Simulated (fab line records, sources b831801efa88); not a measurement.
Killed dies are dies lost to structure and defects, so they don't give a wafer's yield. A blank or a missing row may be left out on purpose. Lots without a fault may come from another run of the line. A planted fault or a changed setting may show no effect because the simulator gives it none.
A struck lot beside a sound one | flow sky130 | 28 steps out of a route of 708
Sound: wafers L567.3, L567.4, L567.5. Struck: wafers L577.1, L577.2, L577.6. The cause comes at the end.
At each step with rows: each side's tool, then ch and its chambers, then its first start. Under that, the readings that differ: sound wafers | struck wafers | difference of the means | sigmas: that difference in standard deviations of wafers without a fault.
alike: readings whose means differ by less than 2 such deviations, and words and numbers that are the same on both sides. not compared: withheld readings, readings that some wafer has no value for, bounds like >300 that may hide the same value, and numbers for which the record gives no deviation and whose values overlap.
The two part at a step that has a row with sigmas, a row that says differs or no value, or rows on one side only. Numbers that don't overlap but have no deviation are shown without sigmas and don't part them. A reading that every wafer of one side lacks parts them only if that side has two wafers or more.

first, 1 step without rows for these wafers: SKY_DNWELL_IMPLANT_07.
SKY_DNWELL_STRIP_08: strips in O2/N2.
  sound on plasma_asher-01 ch 0,1, day 5 10:55; struck on plasma_asher-04 ch 0,1, day 7 20:32
  alike: chamber_pressure_mTorr, drypump_motor_current_A, oes_product_au, strip_time_to_endpoint_s
  not compared: rf_hours_counter_h
SKY_DNWELL_TW_MEAS_09:
  sound on film_metro-03, day 5 10:59; struck on film_metro-03, day 7 20:38
  alike: DNWELL_TW
then, 7 steps without rows for these wafers: SKY_PWDE_DEHYDRATE_00 (time 60 s); SKY_PWDE_HMDS_01 (prime time 60 s); SKY_PWDE_COAT_02 (resist thk 3000 nm); SKY_PWDE_SOFTBAKE_03; SKY_PWDE_EXPOSE_04 (exposes mask PWDEM, target cd 840 nm); SKY_PWDE_PEB_05; SKY_PWDE_DEVELOP_06 (develop time 60 s).
SKY_PWDE_OVL_MEAS_07:
  sound on overlay-02, day 6 05:19; struck on overlay-02, day 8 16:58
  alike: PWDE_OVL
then, 1 step without rows for these wafers: SKY_PWDE_IMPLANT_08.
SKY_PWDE_STRIP_09: strips in O2/N2.
  sound on plasma_asher-01 ch 0,1, day 6 05:32; struck on plasma_asher-02 ch 0,1, day 8 17:08
  no value came back on the struck wafers for chamber_pressure_mTorr (mTorr), drypump_motor_current_A (A), oes_product_au (a.u.), strip_time_to_endpoint_s (s); on the sound wafers chamber_pressure_mTorr (mTorr) reads 1499.8 1500.6 1498.9
  reading                                | sound | struck         | difference | sigmas
  model.coat_of_PWDE_COAT_02.thk_nm (nm) | 0 0 0 | 2986 2993 2991 | +2990      |
  not compared: rf_hours_counter_h
SKY_PWDE_TW_MEAS_10:
  sound on film_metro-03, day 6 05:37; struck on film_metro-03, day 8 17:14
  alike: PWDE_TW
then, 7 steps without rows for these wafers: SKY_NWELL_DEHYDRATE_03 (time 60 s); SKY_NWELL_HMDS_04 (prime time 60 s); SKY_NWELL_COAT_05 (resist thk 3000 nm); SKY_NWELL_SOFTBAKE_06; SKY_NWELL_EXPOSE_07 (exposes mask NWM, target cd 840 nm); SKY_NWELL_PEB_08; SKY_NWELL_DEVELOP_09 (develop time 60 s).
SKY_NWELL_OVL_MEAS_10:
  sound on overlay-01, day 7 00:14; struck on overlay-02, day 9 14:43
  alike: NWELL_00_OVL
then, 3 steps without rows for these wafers: SKY_NWELL_IMPLANT_11; SKY_NWELL_IMPLANT_12; SKY_NWELL_IMPLANT_13.
SKY_NWELL_STRIP_14: strips in O2/N2.
  sound on plasma_asher-02 ch 0,1, day 7 00:44; struck on plasma_asher-02 ch 0,1, day 9 15:13
  reading                      | sound             | struck            | difference | sigmas
  oes_product_au (a.u.)        | 0.717 0.720 0.720 | 0.741 0.738 0.739 | +0.020     | +5
  strip_time_to_endpoint_s (s) | 37.00 37.02 37.04 | 80.90 81.06 80.85 | +43.92     | +99 or more
  alike: chamber_pressure_mTorr, drypump_motor_current_A
  not compared: rf_hours_counter_h
SKY_NWELL_TW_MEAS_15:
  sound on film_metro-03, day 7 00:50; struck on film_metro-04, day 9 15:19
  reading  | sound          | struck   | difference | sigmas
  NWELL_TW | 1828 1827 1824 | 30 30 30 | -1796      | -99 or more
then, 1 step without rows for these wafers: SKY_NWELL_DEHYDRATE_16 (time 60 s).

WHERE THEY PART
First at SKY_PWDE_STRIP_09; last, within this record, at SKY_NWELL_TW_MEAS_15.

WHY: what the simulator had put in
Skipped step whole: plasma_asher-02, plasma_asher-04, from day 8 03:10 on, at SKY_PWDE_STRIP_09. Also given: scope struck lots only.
